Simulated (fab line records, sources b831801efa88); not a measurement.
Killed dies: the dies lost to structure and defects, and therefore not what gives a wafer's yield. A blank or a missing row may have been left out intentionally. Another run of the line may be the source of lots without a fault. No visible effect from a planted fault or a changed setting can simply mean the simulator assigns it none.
Split-lot experiment ; flow sfq_line ; on a route of 325 steps: 5 lots, 23 wafers read

== THE SPLIT ==
At SFQ_TRILAYER_A5B_DEP_PECVD_129 (deposits SiO2 from SiH4/N2O, time 133.33 s, target thk 600 nm), the setting time_s was moved away from the recipe's 133.33 s on 6 of the 23 wafers read, by +4.8% to +6.9%. All remaining wafers had this setting at the recipe value.

Reading taken at the split's own step.

== THE READING ==
SiO2_of_TRILAYER_A5B_DEP_PECVD_129.thk_nm (the simulator's own value, which no gauge read), in nm, at SFQ_TRILAYER_A5B_DEP_PECVD_129 (deposits SiO2 from SiH4/N2O, time 133.33 s, target thk 600 nm). No usual value for it is given in the file. Across the 17 wafers here that went through the recipe, the average is 594.7 nm and the standard deviation 4.8 nm.

wafer;tool, chamber at the split;time_s as run, s;against the recipe;SiO2_of_TRILAYER_A5B_DEP_PECVD_129.thk_nm, nm;against lot-mates on the recipe
L074.1;pecvd-04, 0;133.33;recipe;594.6;-
L074.2;pecvd-04, 2;133.33;recipe;585.7;-
L074.4;pecvd-04, 2;133.33;recipe;598.6;-
L074.5;pecvd-04, 0;133.33;recipe;599.7;-
L074.6;pecvd-04, 1;133.33;recipe;596.2;-
L075.1;pecvd-02, 2;139.7;+4.8%;623;+32.0
L075.2;pecvd-02, 1;133.33;recipe;592.2;-
L075.3;pecvd-02, 0;133.33;recipe;589.9;-
L075.4;pecvd-02, 1;139.7;+4.8%;630.4;+39.4
L075.6;pecvd-02, 0;139.7;+4.8%;632.6;+41.6
L080.1;pecvd-04, 0;142.5;+6.9%;647.9;+47.8
L080.2;pecvd-04, 2;133.33;recipe;597.6;-
L080.4;pecvd-04, 2;133.33;recipe;602.6;-
L080.5;pecvd-04, 1;142.5;+6.9%;652.7;+52.6
L080.6;pecvd-04, 0;142.5;+6.9%;658.1;+58.0
L083.3;pecvd-03, 2;133.33;recipe;590;-
L083.4;pecvd-03, 0;133.33;recipe;588.3;-
L083.6;pecvd-03, 1;133.33;recipe;599.5;-
L085.2;pecvd-04, 1;133.33;recipe;588.9;-
L085.3;pecvd-04, 0;133.33;recipe;596.9;-
L085.4;pecvd-04, 0;133.33;recipe;599;-
L085.5;pecvd-04, 1;133.33;recipe;592.1;-
L085.6;pecvd-04, 2;133.33;recipe;597.9;-

THE FIT
A straight line over all 23 wafers: SiO2_of_TRILAYER_A5B_DEP_PECVD_129.thk_nm changes by +8.06 nm for each +1% of time_s; r = +0.97; the points scatter about the line by 5.2 nm.
The same after taking each lot's own level away (the mean of its wafers on the recipe; 23 wafers): +7.74 nm for each +1%; r = +0.98; scatter 4.3 nm.
On that fit, the largest move of time_s shifts the reading by 53 nm.
From 591.05 to 600.10 nm: that is the span of the lots' own levels, equal to 1.9 times the standard deviation above.
The two slopes agree, so the slope changes little with the lot-to-lot level.
Check: +54.8 nm against its lot-mates is what the line predicts for one of the wafers moved furthest among these (+6.9%) when that wafer is left out of the fit. Against them it came out at +47.8 nm.

== FURTHER SPLITS ON THESE WAFERS ==
Before the reading, these wafers also passed through other splits. Each is held against what the fit with the lots' levels taken away leaves over:
other split on the same wafers;wafers away from the commonest value;r with SiO2_of_TRILAYER_A5B_DEP_PECVD_129.thk_nm (lot level and that fit taken away)
SFQ_TRILAYER_M4_DEP_SPUTTER_091 power_w;6;+0.11
SFQ_TRILAYER_M4_LITHO_PEB_096 peb_time_s;9;-0.44
SFQ_TRILAYER_I4_VIA_LITHO_COAT_103 spin_rpm;4;+0.36
SFQ_TRILAYER_I4_VIA_BARC_OPEN_VIA_ETCH_146 time_s;11;-0.17
SFQ_TRILAYER_JJ_TRILAYER_DEP_SPUTTER_110 time_s;10;+0.16
SFQ_TRILAYER_JJ_CE_LITHO_COAT_119 spin_rpm;11;-0.31
SFQ_TRILAYER_M5_LITHO_COAT_128 resist_thk_nm;12;-0.26
SFQ_TRILAYER_M5_LITHO_PEB_126 peb_time_s;10;+0.17

== FILE'S OWN FIT ==
SiO2_of_TRILAYER_A5B_DEP_PECVD_129.thk_nm changes by +7.75 nm for each +1% of time_s, r = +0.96.
